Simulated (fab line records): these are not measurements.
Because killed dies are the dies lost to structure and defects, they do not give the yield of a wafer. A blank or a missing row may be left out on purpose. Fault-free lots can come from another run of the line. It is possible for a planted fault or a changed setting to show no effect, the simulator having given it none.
Struck lot and sound lot, side by side | flow gf180mcu | 18 steps out of a route of 602
Sound: wafers L189.2, L189.3, L189.6. Struck: wafers L195.2, L195.3, L195.6. The cause comes at the end.
For every step that has rows: the tool of each side, followed by ch and its chambers, followed by its first start. Under that, the readings that differ: sound wafers | struck wafers | difference of the means | sigmas: that difference in standard deviations of wafers without a fault.
alike: words and numbers the same on both sides, and readings whose means are apart by under 2 such deviations; not compared: readings that were withheld, readings missing a value for some wafer, numbers with overlapping values and no deviation given by the record, and bounds like >300 which may hide the same value.
A row with sigmas, a row that says differs or no value, or rows on one side alone: a step with any of these is where the two part. Numbers that don't overlap but have no deviation are shown without sigmas and don't part them. A reading missing from all wafers of one side parts the sides only when that side holds two or more wafers.

GF_V5_CMP_26: polishes, stops on SiO2, t overpolish 15 s, target thk 0 nm.
  sound on cmp-02 ch 0,1,3, day 29 10:22; struck on cmp-02 ch 0,3, day 31 03:05
  alike: motor_current_A, overpolish_run_s, time_to_endpoint_s
GF_TOP_METAL_SPUTTER_00: material Ti, target thk 37.5 nm, time 150 s.
  struck on pvd_sputter-04, day 31 03:20; sound on pvd_sputter-01, day 29 10:34
  alike: substrate_temp_c, throttle_valve_pct
GF_TOP_METAL_SPUTTER_01: material TiN, target thk 30 nm, time 25 s.
  struck on pvd_sputter-04, day 31 03:26; sound on pvd_sputter-01, day 29 10:40
  alike: throttle_valve_pct
GF_TOP_METAL_SPUTTER_02: material AlCu, target thk 900 nm, time 47.82 s.
  struck on pvd_sputter-04, day 31 03:28; sound on pvd_sputter-01, day 29 10:42
  alike: substrate_temp_c, throttle_valve_pct
then, 1 step without rows for these wafers: GF_TOP_METAL_SPUTTER_03 (material Ti, target thk 5 nm, time 3.3 s).
GF_TOP_METAL_SPUTTER_04: material TiN, target thk 25 nm, time 20.8 s.
  struck on pvd_sputter-04, day 31 03:32; sound on pvd_sputter-01, day 29 10:46
  alike: throttle_valve_pct
GF_TOP_METAL_RS_MEAS_05: uses a four-point probe to measure.
  struck on film_metro-02, day 31 03:35; sound on film_metro-03, day 29 10:49
  alike: TOP_METAL_ALCU_RS
GF_TOP_METAL_THK_MEAS_06: measures by xrf.
  struck on film_metro-02, day 31 03:41; sound on film_metro-03, day 29 10:55
  reading                 | sound       | struck      | difference | sigmas
  TOP_METAL_ALCU_THK (nm) | 902 905 907 | 944 943 926 | +33        | +2
then, 4 steps without rows for these wafers: GF_TOP_METAL_DEHYDRATE_07 (time 60 s); GF_TOP_METAL_HMDS_08 (prime time 60 s); GF_TOP_METAL_COAT_09 (resist thk 1500 nm); GF_TOP_METAL_SOFTBAKE_10 (time 60 s).
GF_TOP_METAL_EXPOSE_11: exposes mask MetalTop, target cd 440 nm.
  sound on iline_stepper-02 ch 0, day 29 19:58; struck on iline_stepper-02 ch 0, day 31 12:29
  reading              | sound                | struck               | difference | sigmas
  exposure_dose_mJ_cm2 | 170.04 169.96 169.87 | 164.68 164.75 164.66 | -5.26      | -35
  alike: mask
then, 2 steps without rows for these wafers: GF_TOP_METAL_PEB_12; GF_TOP_METAL_DEVELOP_13 (develop time 60 s).
GF_TOP_METAL_CD_MEAS_14: target cd 440 nm.
  struck on cd_sem-02, day 31 20:38; sound on cd_sem-01, day 30 04:55
  reading    | sound             | struck            | difference | sigmas
  cd_nm (nm) | 436.7 436.8 435.3 | 446.0 447.9 445.9 | +10.3      | +4
GF_TOP_METAL_OVL_MEAS_15:
  struck on overlay-01, day 31 20:44; sound on overlay-02, day 30 05:01
  alike: TOP_METAL_OVL
following that, these wafers have no rows for 1 step: GF_PASSIVATION_PROBE_99.

## WHERE THEY PART
Earliest at GF_TOP_METAL_THK_MEAS_06; latest, in this record, at GF_TOP_METAL_CD_MEAS_14. Later steps at which nothing parts them and some readings are alike: GF_TOP_METAL_OVL_MEAS_15.

WHY: the cause the simulator had injected
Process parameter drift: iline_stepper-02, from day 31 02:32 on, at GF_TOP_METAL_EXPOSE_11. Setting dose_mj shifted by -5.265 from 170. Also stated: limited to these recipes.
